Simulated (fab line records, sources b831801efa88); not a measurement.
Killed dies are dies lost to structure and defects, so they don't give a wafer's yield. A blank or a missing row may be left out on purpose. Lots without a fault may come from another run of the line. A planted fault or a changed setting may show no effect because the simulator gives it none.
Chamber matching | flow gf180mcu | GF_CONTACT_CMP_04 on cmp-01: 4 sister chambers
The step polishes SiO2. 22 wafers are shown with their chamber, then 11 later ones without.

WAFERS WITH THEIR CHAMBER
wafer  | chamber | motor_current_A (A) | time_to_endpoint_s (s)
L957.3 | 0       | 14.6                | 112
L957.5 | 2       | 11.0                | 115
L957.6 | 1       | 10.7                | 119
L959.2 | 0       | 14.9                | 110
L959.3 | 2       | 11.1                | 116
L959.6 | 1       | 10.8                | 126
L960.2 | 0       | 13.6                | 116
L960.3 | 3       | 10.1                | 115
L960.5 | 0       | 14.6                | 119
L961.4 | 0       | 13.9                | 119
L961.5 | 3       | 10.1                | 110
L961.6 | 2       | 11.3                | 123
L963.1 | 3       | 9.9                 | 97
L963.3 | 2       | 11.1                | 108
L963.5 | 1       | 11.0                | 129
L965.3 | 3       | 10.2                | 109
L965.5 | 0       | 13.4                | 115
L965.6 | 1       | 10.9                | 130
L966.1 | 2       | 11.7                | 106
L966.3 | 1       | 10.6                | 109
L966.6 | 0       | 13.0                | 107
L967.1 | 1       | 11.1                | 113

SIGNATURES (means of the wafers above)
reading            | chamber 0 | chamber 1 | chamber 2 | chamber 3 | scatter within a chamber
motor_current_A    | 14.000    | 10.850    | 11.240    | 10.075    | 0.447
time_to_endpoint_s | 114.00    | 121.00    | 113.60    | 107.75    | 6.94
Rule: a wafer's distance from a chamber is the root of the sum, over the readings, of the square of ((its reading less the chamber's mean) divided by the reading's scatter). The wafer belongs to the nearest chamber; if the next one is less than 2 further off, it can't be placed. The scatter: the root of (the sum of the squares of (reading less its chamber's mean) over the shown wafers, divided by (wafers less chambers)).

WAFERS WITHOUT THEIR CHAMBER
wafer  | motor_current_A (A) | time_to_endpoint_s (s)
L967.2 | 11.4                | 105
L967.5 | 13.8                | 117
L973.3 | 14.0                | 99
L973.5 | 10.1                | 100
L973.6 | 15.1                | 108
L974.1 | 11.4                | 107
L974.4 | 14.3                | 114
L974.5 | 14.5                | 116
L975.3 | 10.2                | 125
L975.4 | 14.4                | 125
L975.6 | 11.3                | 112

WHICH CHAMBER EACH WENT THROUGH
wafer  | from the rows above          | in truth
L967.2 | can't be placed: 2 or 1 or 3 | 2
L967.5 | 0                            | 0
L973.3 | 0                            | 0
L973.5 | 3                            | 3
L973.6 | 0                            | 0
L974.1 | can't be placed: 2 or 1 or 3 | 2
L974.4 | 0                            | 0
L974.5 | 0                            | 0
L975.3 | can't be placed: 1 or 3 or 2 | 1
L975.4 | 0                            | 0
L975.6 | can't be placed: 2 or 1      | 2
Placed correctly: 7 of 11. Can't be placed from these rows: 4 (the true chamber is among the candidates in 4). Placed wrongly: 0.
